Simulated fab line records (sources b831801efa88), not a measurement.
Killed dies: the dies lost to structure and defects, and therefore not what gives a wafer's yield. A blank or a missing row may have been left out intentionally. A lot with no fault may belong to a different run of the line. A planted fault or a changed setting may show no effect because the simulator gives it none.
One fault through the eyes of 2 desks / flow gf180mcu / each desk holds nothing but its own numbers, with what lay behind them at the end

== THE METROLOGY DESK ==
What the gauges read for every lot (on any tool): the sampled wafers with a number, averaged. The brackets show how far a lot's mean lies from the usual mean; more than 4 standard deviations puts the lot out of limits, marked OUT.
Columns: A = NSD_TW at GF_NSD_TW_MEAS_12, usual 4287
lot=L952; first seen here=day 13 10:49; A=4304
lot=L955; first seen here=day 14 06:20; A=4258
lot=L956; first seen here=day 14 15:25; A=4289
lot=L957; first seen here=day 15 01:34; A=4289
lot=L958; first seen here=day 15 10:28; A=4265
lot=L961; first seen here=day 16 11:09; A=4311
lot=L962; first seen here=day 16 19:23; A=4287
lot=L963; first seen here=day 17 05:25; A=4291
lot=L968; first seen here=day 19 02:10; A=4324
lot=L969; first seen here=day 19 05:02; A=4276
lot=L972; first seen here=day 20 09:24; A=4288
lot=L973; first seen here=day 20 17:34; A=4261
lot=L975; first seen here=day 21 11:49; A=4302
This desk's finding: nothing out of limits on any of the 13 lots.

== DESK OF THE TOOL OWNER: lithoTrack-02 ==
The tool's own readings at GF_CONTACT_PEB_12 (peb time 90 s): means of the sampled wafers that have a number, for each lot that ran on this tool. The brackets show how far a lot's mean lies from the usual mean; more than 4 standard deviations puts the lot out of limits, marked OUT.
Columns: A = heaterPowerTotalW at GF_CONTACT_PEB_12, usual 85.71 W; B = plateTempC at GF_CONTACT_PEB_12, usual 135.05 C
lot=L952; first seen here=day 16 03:32; A=85.73; B=135.03
lot=L956; first seen here=day 17 12:25; A=85.69; B=135.13
lot=L962; first seen here=day 19 19:52; A=85.68; B=134.89
lot=L963; first seen here=day 20 06:38; A=85.76; B=135.01
lot=L969; first seen here=day 22 06:20; A=86.38 (+8.6) OUT; B=135.84 (+5.7) OUT
lot=L972; first seen here=day 23 10:59; A=86.41 (+9.0) OUT; B=135.87 (+5.9) OUT
This desk finds L969, L972 out of limits, L969 being first, at day 22 06:20 (heaterPowerTotalW at GF_CONTACT_PEB_12). Within limits: L952, L956, L962, L963.

== BROUGHT TOGETHER ==
An alarm could have come from the tool owner's desk at day 22 06:20, on L969, L972.
Metrology desk: nothing out of limits seen.
The metrology desk has L969, L972 on record, within its limits.
The lots listed all ran GF_CONTACT_PEB_12 on lithoTrack-02.

== WHAT THE SIMULATOR HAD INSERTED ==
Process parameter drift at GF_CONTACT_PEB_12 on lithoTrack-02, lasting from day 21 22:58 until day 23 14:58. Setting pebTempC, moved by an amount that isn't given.
Struck lots among those shown: L969, L972.
Each desk's first reading out of limits, in hours after the fault started: the tool owner's desk, 7.
